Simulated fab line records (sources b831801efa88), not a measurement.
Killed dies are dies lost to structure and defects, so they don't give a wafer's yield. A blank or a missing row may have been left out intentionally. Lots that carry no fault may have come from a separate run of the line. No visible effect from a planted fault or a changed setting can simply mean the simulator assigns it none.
Which tool did it? + flow sky130 + Sampling: 6 lots, 17 wafers, 4 of 708 route steps

WHAT EACH GAUGE READ, for each wafer
SKY_DNWELL_TW_MEAS_09.
| lot  | measured    | on            | DNWELL_TW      |
|------|-------------|---------------|----------------|
| L844 | day 3 10:01 | film metro-03 | 1102 1105 1099 |
| L846 | day 3 16:34 | film metro-03 | 1098 1102 1095 |
| L849 | day 4 12:02 | film metro-03 | 1101 1112 1112 |
| L854 | day 5 16:41 | film metro-03 | 1091 1099 1099 |
| L861 | day 7 05:47 | film metro-03 | 1096 1164      |
| L864 | day 8 00:52 | film metro-02 | 1119 1117 1117 |

WHAT TOOL EACH LOT RAN ON (gives the tool, then ch and the chambers of the sampled wafers, and finally the start)
| lot  | SKY_FIELD_ISO_ETCH_17           | SKY_DNWELL_IMPLANT_07          | SKY_DNWELL_STRIP_08                 |
|------|---------------------------------|--------------------------------|-------------------------------------|
| L844 | rie si-01 ch 0,1, day 2 09:56   | implanter-01 ch 0, day 3 09:46 | plasma asher-02 ch 0,1, day 3 09:55 |
| L846 | rie si-02 ch 1,2, day 2 19:11   | implanter-01 ch 0, day 3 16:22 | plasma asher-03 ch 0,1, day 3 16:28 |
| L849 | rie si-02 ch 1,3, day 3 11:32   | implanter-02 ch 0, day 4 11:49 | plasma asher-02 ch 0,1, day 4 11:58 |
| L854 | rie si-02 ch 0,2,3, day 4 14:53 | implanter-02 ch 0, day 5 16:26 | plasma asher-03 ch 0,1, day 5 16:35 |
| L861 | rie si-02 ch 2,3, day 6 03:47   | implanter-01 ch 0, day 7 05:32 | plasma asher-03 ch 1, day 7 05:41   |
| L864 | rie si-01 ch 1,2,3, day 6 20:19 | implanter-03 ch 0, day 8 00:37 | plasma asher-03 ch 0,1, day 8 00:46 |
- SKY_FIELD_ISO_ETCH_17: etches Si in HBr/Cl2/O2, target depth 342 nm, time 97.7 s.
- SKY_DNWELL_IMPLANT_07
- SKY_DNWELL_STRIP_08: strips in O2/N2.

THE ANSWER, worked out from the rows above alone
Rule: what is usual is taken from the lots themselves. The widest of any qualifying gaps counts: lots, ordered by their means at a reading, are off when they make up no more than a third of the lots, leave a main group of 4 or more, and stand apart from it by 3 or more times the standard deviation of that group's means. The tables above print the reading to a certain number of digits; a main group whose means all agree to those digits is not used. A lot without any number at a reading at which 4 lots or more have one is off too. Any other lot the step has rows for is counted as sound.
None of the lots is off at any reading shown; this tells nothing.

WHAT THE SIMULATOR HAD PUT IN
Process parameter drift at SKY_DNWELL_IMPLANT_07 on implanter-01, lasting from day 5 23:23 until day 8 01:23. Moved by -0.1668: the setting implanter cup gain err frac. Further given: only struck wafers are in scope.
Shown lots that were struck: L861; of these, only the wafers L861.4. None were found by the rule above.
